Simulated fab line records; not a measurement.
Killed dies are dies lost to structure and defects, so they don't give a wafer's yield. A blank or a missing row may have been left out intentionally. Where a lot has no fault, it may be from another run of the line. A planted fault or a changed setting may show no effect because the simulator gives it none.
fab line records -- flow sky130
record lots=6, wafers=18, last-day=52
route steps=708 shown POLY_GATE@229 LDD_N@237
lots that met no fault: taken from a fault-free run of the same line
start-h: hours from the record's opening day to when the first of the lot's shown wafers began -- wait-h: hours from the lot's prior step to this one -- " same as the row above -- L1.1+2: a row that stands for several wafers -- - no value, or no start was given -- * or withheld: withheld -- < > ~ a bound
route shown NAME@n: NAME is a module with steps in the file, n the number in the route of the first one -- usual: mean/standard deviation of fault-free wafers -- same: alike in all rows -- chamber/n: place in a boat -- sites: the reading at each site -- _std_site: their standard deviation -- _edge_site: outer sites' mean less inner sites' -- radius-mm: how far each site lies from the wafer's centre -- mask NAME#n: copy n -- behind: the last tool/chamber to shape the wafer -- hold: why the lot went on hold/how many hours it stayed there/how the hold came to an end -- device: the n, p or np transistor that did not switch -- end of line: tests run on the same wafers once the route is complete -- where a step has no rows: the recipe by itself -- killed: at the first sort, the dies lost to defects and structure; wafer yield is something else -- map: per-die view of a wafer (x killed, . not killed, _ where there is no die)
set.NAME: the run value of the setting; set.NAME@STEP: its run value at that earlier step -- model.NAME: the simulator's own value behind a step, which no gauge read
lots seen at some steps along the route; tables by step, rows by wafer
services: from which hour (start-h, from the record's first day; less than 0 if before it) a tool's chamber was out of use, for how many hours, and why
## steps
# step SKY_POLY_GATE_ETCH_15
# recipe chemistry=N2/H2, target=BARC, ion-energy-ev=200, source-w=500, bias-w=100, pressure-mtorr=30, n2-flow-sccm=100, h2-flow-sccm=200, stop-on=SiO2, time-s=118.5, target-depth-a=1100
# usual drypump-motor-current-A=5.8/0.59, oes-product-au=0.716/0.0046, rf-fwd-power-W=497.5/1.5, throttle-valve-pct=13.212/0.0085
lot.wafer,tool,chamber,start-h,wait-h,drypump-motor-current-A,oes-product-au,rf-fwd-power-W,rf-hours-counter-h,throttle-valve-pct
L853.2,rie-diel-01,2,401.19,0.0,5.5,0.714,495.5,5,13.223
L853.4,rie-diel-01,3,401.19,0.0,5.0,0.718,497.1,105,13.199
L853.6,rie-diel-01,3,401.19,0.0,5.0,0.714,496.1,-,13.215
L863.2,rie-diel-03,3,434.95,0.0,6.3,0.714,497.6,12,13.206
L863.4,rie-diel-03,0,434.95,0.0,5.3,0.714,497.5,21,13.207
L863.6,rie-diel-03,3,434.95,0.0,6.3,0.713,497.6,-,13.222
L868.1,rie-diel-03,1,596.35,0.0,6.5,0.720,498.7,5,13.207
L868.2,rie-diel-03,0,596.35,0.0,5.3,0.717,497.5,24,13.216
L868.6,rie-diel-03,1,596.35,0.0,6.5,0.728,496.6,-,13.213
L872.2,rie-diel-01,0,598.71,0.0,5.2,0.713,497.4,4,13.206
L872.4,rie-diel-01,2,598.71,0.0,5.5,0.722,497.3,9,13.222
L872.6,rie-diel-01,3,598.71,0.0,5.0,0.718,497.8,-,13.217
L870.1,rie-diel-03,3,600.23,0.0,6.3,0.720,499.8,15,13.209
L870.2,rie-diel-03,0,600.23,0.0,5.3,0.716,497.9,24,13.193
L870.6,rie-diel-03,0,600.23,0.0,5.3,0.715,498.8,-,13.209
L871.3,rie-diel-04,0,602.88,0.0,5.7,0.715,499.2,24,13.199
L871.5,rie-diel-04,2,602.88,0.0,6.6,0.717,498.5,-,13.206
L871.6,rie-diel-04,1,602.88,0.0,6.7,0.718,498.5,-,13.199
# step SKY_POLY_GATE_ETCH_16
# recipe stop-on=poly-Si, chemistry=CH3F/O2, target=Si3N4, source-w=400, bias-w=80, pressure-mtorr=25, ch3f-flow-sccm=40, O2_flow_sccm=30, time-s=147.5, target-depth-a=750
# usual drypump-motor-current-A=5.8/0.59, oes-product-au=0.638/0.0054, rf-fwd-power-W=398.3/1.2, throttle-valve-pct=10.534/0.0096
lot.wafer,tool,chamber,start-h,wait-h,drypump-motor-current-A,oes-product-au,rf-fwd-power-W,rf-hours-counter-h,throttle-valve-pct
L853.2,rie-diel-01,2,401.28,0.0,5.5,0.645,400.4,5,10.551
L853.4,rie-diel-01,3,401.28,0.0,5.0,0.642,396.0,105,10.527
L853.6,rie-diel-01,3,401.28,0.0,5.0,0.647,398.0,-,10.536
L863.2,rie-diel-03,3,435.03,0.0,6.3,0.640,398.7,12,10.532
L863.4,rie-diel-03,0,435.03,0.0,5.3,0.631,399.3,21,10.538
L863.6,rie-diel-03,3,435.03,0.0,6.3,0.633,401.4,-,10.531
L868.1,rie-diel-03,1,596.43,0.0,6.4,0.638,398.6,5,10.516
L868.2,rie-diel-03,0,596.43,0.0,5.3,0.648,399.5,24,10.537
L868.6,rie-diel-03,1,596.43,0.0,6.4,0.637,397.6,-,10.529
L872.2,rie-diel-01,0,598.80,0.0,5.2,0.640,397.4,4,10.539
L872.4,rie-diel-01,2,598.80,0.0,5.5,0.641,398.7,9,10.540
L872.6,rie-diel-01,3,598.80,0.0,5.0,0.644,398.2,-,10.535
L870.1,rie-diel-03,3,600.31,0.0,6.3,0.639,398.8,15,10.531
L870.2,rie-diel-03,0,600.31,0.0,5.3,0.641,399.0,24,10.535
L870.6,rie-diel-03,0,600.31,0.0,5.3,0.632,398.6,-,10.533
L871.3,rie-diel-04,0,602.96,0.0,5.7,0.642,397.5,25,10.535
L871.5,rie-diel-04,2,602.96,0.0,6.6,0.637,397.8,-,10.527
L871.6,rie-diel-04,1,602.96,0.0,6.7,0.632,399.6,-,10.546
# step SKY_POLY_GATE_ETCH_17
# recipe target-depth-nm=180, stop-on=SiO2, over-etch-frac=0.56667, chemistry=HBr/Cl2, target=poly-Si, icp-w=400, bias-w=100, pressure-mtorr=10, HBr_flow_sccm=150, Cl2_flow_sccm=50, time-s=70.5
# usual drypump-motor-current-A=5.9/0.3, oes-product-au=0.979/0.0088, rf-fwd-power-W=396.4/1.5, throttle-valve-pct=33.684/0.0093
lot.wafer,tool,chamber,start-h,wait-h,drypump-motor-current-A,oes-product-au,rf-fwd-power-W,rf-hours-counter-h,throttle-valve-pct
L853.2,rie-si-02,2,401.37,0.0,6.3,0.990,396.9,0,33.689
L853.4,rie-si-02,1,401.37,0.0,5.5,0.973,396.8,4,33.697
L853.6,rie-si-02,3,401.37,0.0,5.9,0.982,396.1,-,33.672
L863.2,rie-si-02,2,435.13,0.0,6.3,0.975,395.0,1,33.687
L863.4,rie-si-02,0,435.13,0.0,5.6,0.958,394.9,2,33.683
L863.6,rie-si-02,3,435.13,0.0,5.9,0.984,394.2,-,33.672
L868.1,rie-si-02,2,596.53,0.0,6.3,0.969,396.7,1,33.663
L868.2,rie-si-02,1,596.53,0.0,5.5,0.969,396.5,4,33.684
L868.6,rie-si-02,1,596.53,0.0,5.5,0.978,397.8,-,33.684
L872.2,rie-si-01,2,598.89,0.0,5.5,0.982,397.2,4,33.675
L872.4,rie-si-01,1,598.89,0.0,6.2,0.967,396.0,4,33.684
L872.6,rie-si-01,3,598.89,0.0,6.2,0.977,396.8,-,33.673
L870.1,rie-si-02,2,600.41,0.0,6.3,0.985,395.3,1,33.676
L870.2,rie-si-02,1,600.41,0.0,5.5,0.973,397.9,4,33.661
L870.6,rie-si-02,0,600.41,0.0,5.6,0.972,395.7,-,33.680
L871.3,rie-si-01,2,603.06,0.0,5.5,0.980,394.7,4,33.685
L871.5,rie-si-01,1,603.06,0.0,6.2,0.982,396.8,-,33.695
L871.6,rie-si-01,2,603.06,0.0,5.5,0.977,395.2,-,33.683
# step SKY_POLY_GATE_STRIP_18
# recipe chemistry=O2/N2, power-w=1400, pressure-mtorr=1500, platen-temp-c=withheld, o2-flow-sccm=3000, n2-flow-sccm=300, overash-fraction=0.5
# usual drypump-motor-current-A=5.80/0.054, o2-flow-sccm=2998/9, oes-product-au=0.362/0.0049, strip-time-to-endpoint-s=3.19/0.055
lot.wafer,tool,chamber,start-h,wait-h,drypump-motor-current-A,o2-flow-sccm,oes-product-au,rf-hours-counter-h,strip-time-to-endpoint-s
L853.2,plasma-asher-01,0,401.43,0.0,5.91,2991,0.365,66,3.14
L853.4,plasma-asher-01,1,401.43,0.0,5.75,2995,0.360,-,3.17
L853.6,plasma-asher-01,0,401.43,0.0,5.92,2989,0.368,-,3.15
L863.2,plasma-asher-02,0,435.19,0.0,5.79,2989,0.363,74,3.20
L863.4,plasma-asher-02,0,435.19,0.0,5.78,3004,0.369,-,3.25
L863.6,plasma-asher-02,1,435.19,0.0,5.78,3001,0.365,-,3.22
L868.1,plasma-asher-04,0,596.59,0.0,5.80,3002,0.359,45,3.19
L868.2,plasma-asher-04,1,596.59,0.0,5.80,2997,0.362,45,3.21
L868.6,plasma-asher-04,0,596.59,0.0,5.80,2994,0.364,-,3.19
L872.2,plasma-asher-01,0,598.95,0.0,5.93,3009,0.362,17,3.18
L872.4,plasma-asher-01,0,598.95,0.0,5.94,3005,0.351,-,3.21
L872.6,plasma-asher-01,0,598.95,0.0,5.93,3009,0.365,-,3.24
L870.1,plasma-asher-01,1,600.46,0.0,5.74,2988,0.362,17,3.23
L870.2,plasma-asher-01,0,600.46,0.0,5.93,3020,0.362,17,3.23
L870.6,plasma-asher-01,0,600.46,0.0,5.93,3001,0.361,-,3.27
L871.3,plasma-asher-01,0,603.15,0.1,5.93,2985,0.370,-,3.26
L871.5,plasma-asher-01,1,603.15,0.1,5.75,3004,0.364,-,3.13
L871.6,plasma-asher-01,0,603.15,0.1,5.91,2995,0.362,-,3.09
# step SKY_POLY_GATE_CLEAN_19
# recipe chemistry=SC1/SC2, mix=1:4:20, temp-c=70, time-s=150, dry=n2-spin
# step SKY_POLY_GATE_OXIDATION_20
# recipe temp-c=850, ambient=O2, stabilise-s=600, purge-s=300, target-thk-a=40, ox-time-s=899
# step SKY_POLY_GATE_THK_MEAS_21
# recipe reads=SiO2_of_POLY_GATE_OXIDATION_20
# usual POLY_GATE_OXIDATION_THK=4.02/0.093
lot.wafer,tool,chamber,start-h,wait-h,POLY_GATE_OXIDATION_THK[nm]
L853.2,film-metro-04,-,403.95,0.2,4.01
L853.4,film-metro-04,-,403.95,0.2,4.09
L853.6,film-metro-04,-,403.95,0.2,4.07
L863.2,film-metro-02,-,437.09,0.0,4.10
L863.4,film-metro-02,-,437.09,0.0,4.03
L863.6,film-metro-02,-,437.09,0.0,4.07
L868.1,film-metro-02,-,598.33,0.0,3.97
L868.2,film-metro-02,-,598.33,0.0,4.03
L868.6,film-metro-02,-,598.33,0.0,4.05
L872.2,film-metro-04,-,600.36,0.0,3.92
L872.4,film-metro-04,-,600.36,0.0,3.97
L872.6,film-metro-04,-,600.36,0.0,3.96
L870.1,film-metro-03,-,601.86,0.0,3.83
L870.2,film-metro-03,-,601.86,0.0,3.81
L870.6,film-metro-03,-,601.86,0.0,3.83
L871.3,film-metro-04,-,604.53,0.0,4.03
L871.5,film-metro-04,-,604.53,0.0,4.02
L871.6,film-metro-04,-,604.53,0.0,3.99
# step SKY_POLY_GATE_CD_MEAS_22
# usual cd-nm=149.3/2.8
lot.wafer,tool,chamber,start-h,wait-h,cd-nm
L853.2,cd-sem-02,-,404.03,0.1,147.1
L853.4,cd-sem-02,-,404.03,0.1,148.4
L853.6,cd-sem-02,-,404.03,0.1,148.7
L863.2,cd-sem-01,-,437.17,0.1,146.4
L863.4,cd-sem-01,-,437.17,0.1,147.2
L863.6,cd-sem-01,-,437.17,0.1,148.0
L868.1,cd-sem-02,-,598.39,0.1,150.4
L868.2,cd-sem-02,-,598.39,0.1,149.7
L868.6,cd-sem-02,-,598.39,0.1,148.3
L872.2,cd-sem-01,-,600.44,0.1,147.2
L872.4,cd-sem-01,-,600.44,0.1,148.3
L872.6,cd-sem-01,-,600.44,0.1,152.2
L870.1,cd-sem-02,-,601.92,0.1,148.8
L870.2,cd-sem-02,-,601.92,0.1,147.0
L870.6,cd-sem-02,-,601.92,0.1,149.0
L871.3,cd-sem-01,-,604.63,0.1,145.4
L871.5,cd-sem-01,-,604.63,0.1,146.7
L871.6,cd-sem-01,-,604.63,0.1,144.7
# step SKY_LDD_N_DEHYDRATE_00
# recipe temp-c=200, time-s=60
# step SKY_LDD_N_HMDS_01
# recipe prime-time-s=60, prime-temp-c=120
# step SKY_LDD_N_COAT_02
# recipe resist=NOVOLAK, spin-rpm=3000, resist-thk-nm=300
# step SKY_LDD_N_SOFTBAKE_03
# recipe temp-c=90, time-s=60, resist=NOVOLAK
# step SKY_LDD_N_EXPOSE_04
# recipe mask-id=NTM, target-cd-nm=840, na=0.6, source-shape=conventional, sigma-outer=0.6, dose-mj=110
# usual exposure-dose-mJ-cm2=109.98/0.11, focus-offset-nm=0.0/0.58, reticle-temp-C=23.02/0.1, stage-vel-mm-s=500.03/0.24
lot.wafer,tool,chamber,start-h,wait-h,mask,exposure-dose-mJ-cm2,focus-offset-nm,reticle-temp-C,stage-vel-mm-s
L853.2,iline-stepper-01,0,419.71,-,NTM#0,109.97,0.4,22.88,500.18
L853.4,iline-stepper-01,0,419.71,-,NTM#0,109.88,-0.6,23.02,499.77
L853.6,iline-stepper-01,0,419.71,-,NTM#0,110.06,-0.4,23.02,499.73
L863.2,iline-stepper-02,0,453.51,-,NTM#0,110.01,0.4,22.98,499.53
L863.4,iline-stepper-02,0,453.51,-,NTM#0,109.99,1.1,23.01,500.07
L863.6,iline-stepper-02,0,453.51,-,NTM#0,110.14,0.4,23.11,499.93
L868.1,iline-stepper-01,-,614.02,-,NTM#0,-,-,-,-
L868.2,iline-stepper-01,-,614.02,-,NTM#0,-,-,-,-
L868.6,iline-stepper-01,-,614.02,-,NTM#0,-,-,-,-
L872.2,iline-stepper-01,-,616.54,-,NTM#0,-,-,-,-
L872.4,iline-stepper-01,-,616.54,-,NTM#0,-,-,-,-
L872.6,iline-stepper-01,-,616.54,-,NTM#0,-,-,-,-
L870.1,iline-stepper-01,0,618.07,-,NTM#0,110.00,-0.4,22.94,499.86
L870.2,iline-stepper-01,0,618.07,-,NTM#0,110.01,0.4,22.98,499.83
L870.6,iline-stepper-01,0,618.07,-,NTM#0,109.81,1.1,23.20,499.97
L871.3,iline-stepper-01,0,620.23,-,NTM#0,109.80,0.1,23.04,500.18
L871.5,iline-stepper-01,0,620.23,-,NTM#0,109.85,0.5,22.85,500.18
L871.6,iline-stepper-01,0,620.23,-,NTM#0,109.88,0.5,23.11,499.97
# step SKY_LDD_N_PEB_05
# recipe temp-c=withheld, time-s=*, resist=NOVOLAK
## services
tool,chamber,start-h,hours,kind
rie-si-02,-,385.75,15.2,repair
iline-stepper-02,-,395.45,1.7,pm
plasma-asher-04,-,395.99,1.9,repair
iline-stepper-02,-,402.83,4.4,repair
rie-diel-04,3,406.04,24.0,repair
rie-diel-04,2,411.16,4.9,repair
rie-diel-04,-,411.20,14.6,pm
plasma-asher-01,-,421.25,9.0,pm
rie-si-02,1,435.78,11.7,repair
rie-diel-01,-,437.59,1.0,repair
rie-si-02,0,438.75,7.0,repair
rie-diel-04,1,457.20,9.7,repair
plasma-asher-02,-,461.82,1.2,repair
iline-stepper-01,-,465.66,1.7,pm
plasma-asher-04,-,480.39,2.8,pm
plasma-asher-04,-,485.57,3.0,repair
plasma-asher-01,-,493.92,2.3,repair
rie-si-02,-,507.80,2.8,pm
rie-diel-03,3,515.39,4.1,repair
rie-diel-03,2,515.93,7.3,repair
plasma-asher-01,-,516.65,1.2,repair
rie-diel-03,-,557.58,14.6,pm
rie-diel-01,2,562.10,4.1,repair
rie-diel-04,-,569.21,2.8,pm
## key
first-sign step=SKY_LDD_N_EXPOSE_04, reading=tool-record, direction=missing
effect none on later readings
met-at SKY_LDD_N_EXPOSE_04
struck-wafers L868.1,L868.2,L868.6,L872.2,L872.4,L872.6
sort-left-out L868.1,L868.2,L868.6,L872.2,L872.4,L872.6
tester-left-out L868,L872
onset-between 419.71 614.02
fault kind=skipped-step-whole, tool=iline-stepper-01, chamber=-, onset-h=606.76, steps=SKY_LDD_N_EXPOSE_04, scope=struck-lots-only
# tester-left-out: of these lots the tester's yield and bins aren't shown, on N5 and GAA mostly nor the transistor test; their killed dies are dies lost to structure and defects alone, not to doping, threshold or leakage, so they don't give the yield
# sort-left-out: the simulated sort isn't trusted on such a fault, so these wafers' sort isn't shown, and their yield isn't known
